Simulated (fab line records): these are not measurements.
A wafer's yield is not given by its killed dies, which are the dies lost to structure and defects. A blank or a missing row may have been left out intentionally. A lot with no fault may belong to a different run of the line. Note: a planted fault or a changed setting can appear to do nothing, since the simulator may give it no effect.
Struck lot and sound lot, side by side | flow sky130 | 15 out of 708 route steps
Sound: the wafers L709.2, L709.3, L709.4. Wafers L714.1, L714.3, L714.6 were the ones struck. The cause is given at the end.
For every step that has rows: the tool of each side, followed by ch and its chambers, followed by its first start. Under that, the readings that differ: sound wafers | struck wafers | difference of the means | sigmas: that difference in standard deviations of wafers without a fault.
alike: readings with means less than 2 such deviations apart, plus words and numbers identical on both sides. not compared: withheld readings, readings lacking a value on some wafer, bounds such as >300 that could conceal the same value, and numbers that have no deviation in the record and whose values overlap.
The two part at a step that has a row with sigmas, a row that says differs or no value, or rows on one side only. Numbers that don't overlap but have no deviation are shown without sigmas and don't part them. A reading that every wafer of one side lacks parts them only if that side has two wafers or more.

SKY_POLY_GATE_THK_MEAS_21:
  sound on film metro-01, day 19 02:50; struck on film metro-03, day 20 23:01
  alike: POLY_GATE_OXIDATION_THK
SKY_POLY_GATE_CD_MEAS_22:
  sound on cd sem-02, day 19 02:55; struck on cd sem-02, day 20 23:04
  alike: cd nm
then, 7 steps without rows for these wafers: SKY_LDD_N_DEHYDRATE_00 (time 60 s); SKY_LDD_N_HMDS_01 (prime time 60 s); SKY_LDD_N_COAT_02 (resist thk 300 nm); SKY_LDD_N_SOFTBAKE_03 (time 60 s); SKY_LDD_N_EXPOSE_04 (exposes mask NTM, target cd 840 nm); SKY_LDD_N_PEB_05; SKY_LDD_N_DEVELOP_06 (develop time 60 s).
SKY_LDD_N_OVL_MEAS_07:
  sound on overlay-02, day 20 09:23; struck on overlay-01, day 22 05:50
  alike: LDD_N_OVL
then, 2 steps without rows for these wafers: SKY_LDD_N_IMPLANT_08; SKY_LDD_N_IMPLANT_09.
SKY_LDD_N_IMPLANT_10:
  sound on implanter-01 ch 0, day 20 09:44; struck on implanter-01 ch 0, day 22 06:10
  reading            | sound                         | struck                       | difference | sigmas
  dose ions cm2      | 7.479e+13 7.495e+13 7.478e+13 | 8.341e+13 8.346e+13 8.33e+13 | +8.550e+12 | +97
  faraday current uA | 412 426 435                   | 460 479 477                  | +48        | +5
next, for these wafers, 1 step has no rows: SKY_LDD_N_IMPLANT_11.
-- the record jumps here: 27 days lie between the struck wafers' starts before and after (it left off in module LDD_N and takes up again in module PAD_OPEN, whose first step shown is number 708 of the route) --
SKY_PAD_OPEN_PROBE_99:
  sound on prober-02, day 47 16:50; struck on prober-01, day 48 22:50
  reading                     | sound             | struck            | difference | sigmas
  killed short                | 46 42 54          | 41 39 24          | -13        | -2
  model.etest.tip n.rs ohm sq | 440.8 439.6 439.8 | 429.2 432.1 433.8 | -8.4       |
  alike: killed_at_M0_to_M3, killed_at_M4_up, killed at contacts, killed at front end, killed at other, killed dies, killed open

## WHERE THEY PART
At SKY_LDD_N_IMPLANT_10 first; at SKY_PAD_OPEN_PROBE_99 last (within this record only).

WHY: what the simulator had put in
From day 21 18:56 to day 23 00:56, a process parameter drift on implanter-01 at SKY_LDD_N_IMPLANT_10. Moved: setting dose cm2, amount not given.
